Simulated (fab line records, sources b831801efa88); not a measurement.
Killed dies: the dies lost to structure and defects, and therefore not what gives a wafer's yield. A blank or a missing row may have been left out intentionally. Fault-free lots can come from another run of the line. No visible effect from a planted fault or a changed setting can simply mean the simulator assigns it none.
The tool behind it: which one? || flow sfq line || 40 wafers from 14 lots sampled at 4 of the route's 325 steps

== WHAT THE GAUGES SHOWED, per wafer ==
SFQ_I1_BOW_MEAS_912. Usual: I1_BOW typically reads 1 um, with standard deviation 7.5.
{"lot": "L221", "measured": "day 18 08:47", "on": "film metro-01", "I1_BOW (um)": "-5 -1 -1", "flag": ""}
{"lot": "L222", "measured": "day 18 15:06", "on": "film metro-04", "I1_BOW (um)": "10 -9 8", "flag": ""}
{"lot": "L223", "measured": "day 18 20:17", "on": "film metro-04", "I1_BOW (um)": "11 -1 3", "flag": ""}
{"lot": "L225", "measured": "day 19 17:18", "on": "film metro-03", "I1_BOW (um)": "-21 6 -11", "flag": ""}
{"lot": "L227", "measured": "day 20 11:17", "on": "film metro-01", "I1_BOW (um)": "4 3 -11", "flag": ""}
{"lot": "L228", "measured": "day 20 14:17", "on": "film metro-04", "I1_BOW (um)": "-7 5 -7", "flag": ""}
{"lot": "L229", "measured": "day 20 18:05", "on": "film metro-03", "I1_BOW (um)": "-5 5 8", "flag": ""}
{"lot": "L230", "measured": "day 20 23:18", "on": "film metro-04", "I1_BOW (um)": "7 -3 3", "flag": ""}
{"lot": "L234", "measured": "day 22 01:23", "on": "film metro-03", "I1_BOW (um)": "-11 -15 8", "flag": ""}
{"lot": "L235", "measured": "day 22 10:14", "on": "film metro-01", "I1_BOW (um)": "-4 -9 5", "flag": ""}
{"lot": "L236", "measured": "day 22 13:53", "on": "film metro-01", "I1_BOW (um)": 9, "flag": ""}
{"lot": "L240", "measured": "day 24 16:50", "on": "film metro-03", "I1_BOW (um)": "-1 11 -2", "flag": ""}
{"lot": "L243", "measured": "day 26 03:25", "on": "film metro-01", "I1_BOW (um)": "-7 0 7", "flag": ""}
{"lot": "L244", "measured": "day 26 09:25", "on": "film metro-03", "I1_BOW (um)": "-7 -7 -6", "flag": ""}

SFQ_I2_OVL_MEAS_918. Usual: I2_OVL typically reads 1 nm, with standard deviation 5.2.
{"lot": "L221", "measured": "day 30 09:16", "on": "overlay-02", "I2_OVL (nm)": "3 -1 -5", "flag": ""}
{"lot": "L222", "measured": "day 30 11:41", "on": "overlay-02", "I2_OVL (nm)": "-1 -3 -6", "flag": ""}
{"lot": "L223", "measured": "day 30 15:16", "on": "overlay-02", "I2_OVL (nm)": "-2 6 -3", "flag": ""}
{"lot": "L225", "measured": "day 33 12:12", "on": "overlay-02", "I2_OVL (nm)": "-1 -4 -6", "flag": ""}
{"lot": "L227", "measured": "day 33 21:49", "on": "overlay-02", "I2_OVL (nm)": "-4 -5 -6", "flag": ""}
{"lot": "L228", "measured": "day 38 20:56", "on": "overlay-01", "I2_OVL (nm)": "10 3 -2", "flag": ""}
{"lot": "L229", "measured": "day 39 01:45", "on": "overlay-02", "I2_OVL (nm)": "-1 -1 3", "flag": ""}
{"lot": "L230", "measured": "day 39 07:45", "on": "overlay-01", "I2_OVL (nm)": "5 1 2", "flag": ""}
{"lot": "L234", "measured": "day 39 23:41", "on": "overlay-01", "I2_OVL (nm)": "-3 -1 -4", "flag": ""}
{"lot": "L235", "measured": "day 40 10:29", "on": "overlay-02", "I2_OVL (nm)": "-3 -2 -1", "flag": ""}
{"lot": "L236", "measured": "day 40 22:30", "on": "overlay-02", "I2_OVL (nm)": 7, "flag": ""}
{"lot": "L240", "measured": "day 42 03:23", "on": "overlay-01", "I2_OVL (nm)": "16 12 15", "flag": ""}
{"lot": "L243", "measured": "day 42 16:43", "on": "overlay-01", "I2_OVL (nm)": "1 4 4", "flag": ""}
{"lot": "L244", "measured": "day 42 22:49", "on": "overlay-01", "I2_OVL (nm)": "5 7 2", "flag": ""}

== WHAT TOOL EACH LOT RAN ON (gives the tool, then ch and the chambers of the sampled wafers, and finally the start) ==
{"lot": "L221", "SFQ_TRILAYER_I2_CMP_CMP_064": "cmp-01 ch 0,2,3, day 24 01:22", "SFQ_TRILAYER_I2_METRO_MEASURE_065": "film metro-01, day 24 04:41"}
{"lot": "L222", "SFQ_TRILAYER_I2_CMP_CMP_064": "cmp-01 ch 0,1, day 24 07:22", "SFQ_TRILAYER_I2_METRO_MEASURE_065": "film metro-01, day 24 10:53"}
{"lot": "L223", "SFQ_TRILAYER_I2_CMP_CMP_064": "cmp-01 ch 0,1,3, day 24 16:22", "SFQ_TRILAYER_I2_METRO_MEASURE_065": "film metro-01, day 24 19:29"}
{"lot": "L225", "SFQ_TRILAYER_I2_CMP_CMP_064": "cmp-01 ch 1,3, day 33 05:30", "SFQ_TRILAYER_I2_METRO_MEASURE_065": "film metro-02, day 33 08:49"}
{"lot": "L227", "SFQ_TRILAYER_I2_CMP_CMP_064": "cmp-02 ch 2,3, day 33 14:08", "SFQ_TRILAYER_I2_METRO_MEASURE_065": "film metro-03, day 33 17:16"}
{"lot": "L228", "SFQ_TRILAYER_I2_CMP_CMP_064": "cmp-01 ch 0,3, day 33 14:30", "SFQ_TRILAYER_I2_METRO_MEASURE_065": "film metro-02, day 33 17:37"}
{"lot": "L229", "SFQ_TRILAYER_I2_CMP_CMP_064": "cmp-02 ch 0,1,3, day 33 17:08", "SFQ_TRILAYER_I2_METRO_MEASURE_065": "film metro-01, day 33 20:28"}
{"lot": "L230", "SFQ_TRILAYER_I2_CMP_CMP_064": "cmp-02 ch 1,3, day 33 20:08", "SFQ_TRILAYER_I2_METRO_MEASURE_065": "film metro-03, day 33 23:28"}
{"lot": "L234", "SFQ_TRILAYER_I2_CMP_CMP_064": "cmp-01 ch 1,2,3, day 34 05:30", "SFQ_TRILAYER_I2_METRO_MEASURE_065": "film metro-03, day 34 08:49"}
{"lot": "L235", "SFQ_TRILAYER_I2_CMP_CMP_064": "cmp-01 ch 0,1,2, day 34 16:00", "SFQ_TRILAYER_I2_METRO_MEASURE_065": "film metro-02, day 34 17:49"}
{"lot": "L236", "SFQ_TRILAYER_I2_CMP_CMP_064": "cmp-02 ch 2, day 35 01:38", "SFQ_TRILAYER_I2_METRO_MEASURE_065": "film metro-01, day 35 03:04"}
{"lot": "L240", "SFQ_TRILAYER_I2_CMP_CMP_064": "cmp-01 ch 1,2, day 35 18:06", "SFQ_TRILAYER_I2_METRO_MEASURE_065": "film metro-03, day 35 21:13"}
{"lot": "L243", "SFQ_TRILAYER_I2_CMP_CMP_064": "cmp-01 ch 0,2,3, day 36 06:06", "SFQ_TRILAYER_I2_METRO_MEASURE_065": "film metro-02, day 36 09:25"}
{"lot": "L244", "SFQ_TRILAYER_I2_CMP_CMP_064": "cmp-01 ch 0,1,2, day 36 12:22", "SFQ_TRILAYER_I2_METRO_MEASURE_065": "film metro-02, day 36 14:41"}
- SFQ_TRILAYER_I2_CMP_CMP_064: polishes SiO2.
- SFQ_TRILAYER_I2_METRO_MEASURE_065

== AS READ BY THE TOOLS THEMSELVES (means over the sampled wafers that have a number; for cases with no such wafer, the mark the record gives instead) ==
SFQ_TRILAYER_I2_CMP_CMP_064. Usual: edge zone pressure frac 1.001, standard deviation 0.0053; motor current A 10.4 A, standard deviation 1.3; time to endpoint s 213 s, standard deviation 8.2.
{"lot": "L221", "tool": "cmp-01", "edge zone pressure frac": 0.999, "motor current A (A)": 10.0, "time to endpoint s (s)": 208, "flag": ""}
{"lot": "L222", "tool": "cmp-01", "edge zone pressure frac": 1.004, "motor current A (A)": 9.2, "time to endpoint s (s)": 220, "flag": ""}
{"lot": "L223", "tool": "cmp-01", "edge zone pressure frac": 1.006, "motor current A (A)": 9.7, "time to endpoint s (s)": 212, "flag": ""}
{"lot": "L225", "tool": "cmp-01", "edge zone pressure frac": 1.003, "motor current A (A)": 10.0, "time to endpoint s (s)": 207, "flag": ""}
{"lot": "L227", "tool": "cmp-02", "edge zone pressure frac": 0.996, "motor current A (A)": 10.2, "time to endpoint s (s)": 213, "flag": ""}
{"lot": "L228", "tool": "cmp-01", "edge zone pressure frac": 1.008, "motor current A (A)": 9.6, "time to endpoint s (s)": 215, "flag": ""}
{"lot": "L229", "tool": "cmp-02", "edge zone pressure frac": 1.001, "motor current A (A)": 11.8, "time to endpoint s (s)": 221, "flag": ""}
{"lot": "L230", "tool": "cmp-02", "edge zone pressure frac": 0.997, "motor current A (A)": 12.5, "time to endpoint s (s)": 214, "flag": ""}
{"lot": "L234", "tool": "cmp-01", "edge zone pressure frac": 0.997, "motor current A (A)": 10.2, "time to endpoint s (s)": 207, "flag": ""}
{"lot": "L235", "tool": "cmp-01", "edge zone pressure frac": 0.998, "motor current A (A)": 9.5, "time to endpoint s (s)": 215, "flag": ""}
{"lot": "L236", "tool": "cmp-02", "edge zone pressure frac": 0.995, "motor current A (A)": 9.9, "time to endpoint s (s)": 217, "flag": ""}
{"lot": "L240", "tool": "cmp-01", "edge zone pressure frac": 1.001, "motor current A (A)": 9.9, "time to endpoint s (s)": 213, "flag": ""}
{"lot": "L243", "tool": "cmp-01", "edge zone pressure frac": 1.000, "motor current A (A)": 9.9, "time to endpoint s (s)": 221, "flag": ""}
{"lot": "L244", "tool": "cmp-01", "edge zone pressure frac": 1.005, "motor current A (A)": 9.5, "time to endpoint s (s)": 222, "flag": ""}

SFQ_TRILAYER_I2_METRO_MEASURE_065. Usual: 199.3 nm for thk nm, sd 1.2.
{"lot": "L221", "tool": "film metro-01", "thk nm (nm)": 199.5, "flag": ""}
{"lot": "L222", "tool": "film metro-01", "thk nm (nm)": 200.7, "flag": ""}
{"lot": "L223", "tool": "film metro-01", "thk nm (nm)": 200.2, "flag": ""}
{"lot": "L225", "tool": "film metro-02", "thk nm (nm)": 200.0, "flag": ""}
{"lot": "L227", "tool": "film metro-03", "thk nm (nm)": 199.6, "flag": ""}
{"lot": "L228", "tool": "film metro-02", "thk nm (nm)": 199.7, "flag": ""}
{"lot": "L229", "tool": "film metro-01", "thk nm (nm)": 192.5, "flag": "OFF"}
{"lot": "L230", "tool": "film metro-03", "thk nm (nm)": 192.9, "flag": "OFF"}
{"lot": "L234", "tool": "film metro-03", "thk nm (nm)": 198.7, "flag": ""}
{"lot": "L235", "tool": "film metro-02", "thk nm (nm)": 199.8, "flag": ""}
{"lot": "L236", "tool": "film metro-01", "thk nm (nm)": 198.8, "flag": ""}
{"lot": "L240", "tool": "film metro-03", "thk nm (nm)": 197.9, "flag": ""}
{"lot": "L243", "tool": "film metro-02", "thk nm (nm)": 200.1, "flag": ""}
{"lot": "L244", "tool": "film metro-02", "thk nm (nm)": 197.9, "flag": ""}

== THE ANSWER, worked out from the rows above alone ==
Rule: take the mean of a lot's wafers that have a number; if it is more than 3 standard deviations from the usual mean, the lot is off. A lot without any number at a reading at which 4 lots or more have one is off too. All remaining lots with rows at the step are treated as sound. Order of review: gauges by route order, followed by the tools' own readings, for which a lot's mean as printed above is used. At the first step where some lot is off, the reading lying furthest off is the one used; lots without a number count as furthest.
Off: L229, L230, at SFQ_TRILAYER_I2_METRO_MEASURE_065 (thk nm).
A tool fits if, at that step or a process step before it, it ran every lot that is off, and no sound lot after the first of them. No candidate that was tried fits.

== WHAT WAS PUT IN BY THE SIMULATOR ==
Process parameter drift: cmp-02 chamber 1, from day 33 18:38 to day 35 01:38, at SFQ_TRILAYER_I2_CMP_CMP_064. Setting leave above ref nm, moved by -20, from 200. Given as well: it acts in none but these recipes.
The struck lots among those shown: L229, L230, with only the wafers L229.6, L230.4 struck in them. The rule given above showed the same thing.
